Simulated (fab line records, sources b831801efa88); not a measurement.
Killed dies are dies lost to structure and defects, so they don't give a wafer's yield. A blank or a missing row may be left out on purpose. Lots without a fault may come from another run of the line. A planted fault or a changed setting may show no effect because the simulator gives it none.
Chamber matching | flow gf180mcu | GF_V2_CMP_26 on cmp-01: 4 sister chambers
The step polishes, stops on SiO2, t overpolish 15 s, target thk 0 nm. 7 wafers are shown with their chamber, then 6 later ones without.

WAFERS WITH THEIR CHAMBER
wafer  | chamber | motor_current_A (A) | time_to_endpoint_s (s)
L761.1 | 0       | 11.0                | 86
L768.3 | 3       | 12.1                | 84
L767.5 | 2       | 11.1                | 84
L767.6 | 1       | 9.7                 | 97
L769.1 | 1       | 9.1                 | 99
L769.2 | 2       | 11.1                | 86
L769.6 | 3       | 12.3                | 85

WAFERS WITHOUT THEIR CHAMBER
wafer  | motor_current_A (A) | time_to_endpoint_s (s)
L778.1 | 12.3                | 84
L778.4 | 11.6                | 90
L778.5 | 11.1                | 93
L779.1 | 11.2                | 90
L779.2 | 12.0                | 80
L779.3 | 9.7                 | 82

WHICH CHAMBER EACH WENT THROUGH
wafer  | from the rows above          | in truth
L778.1 | 3                            | 3
L778.4 | can't be placed: 0 or 2 or 3 | 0
L778.5 | can't be placed: 0 or 2      | 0
L779.1 | can't be placed: 0 or 2      | 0
L779.2 | can't be placed: 3 or 2      | 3
L779.3 | can't be placed: 2 or 0      | 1
Placed correctly: 1 of 6. Can't be placed from these rows: 5 (the true chamber is among the candidates in 4). Placed wrongly: 0.
How it was worked out, from the rows above alone: a wafer's distance from a chamber is the root of the sum, over the readings, of the square of ((its reading less the chamber's mean) divided by the reading's scatter). The wafer belongs to the nearest chamber; if the next one is less than 2 further off, it can't be placed. A chamber's mean is the mean of its shown wafers. The scatter: the root of (the sum of the squares of (reading less its chamber's mean) over the shown wafers, divided by (wafers less chambers)).
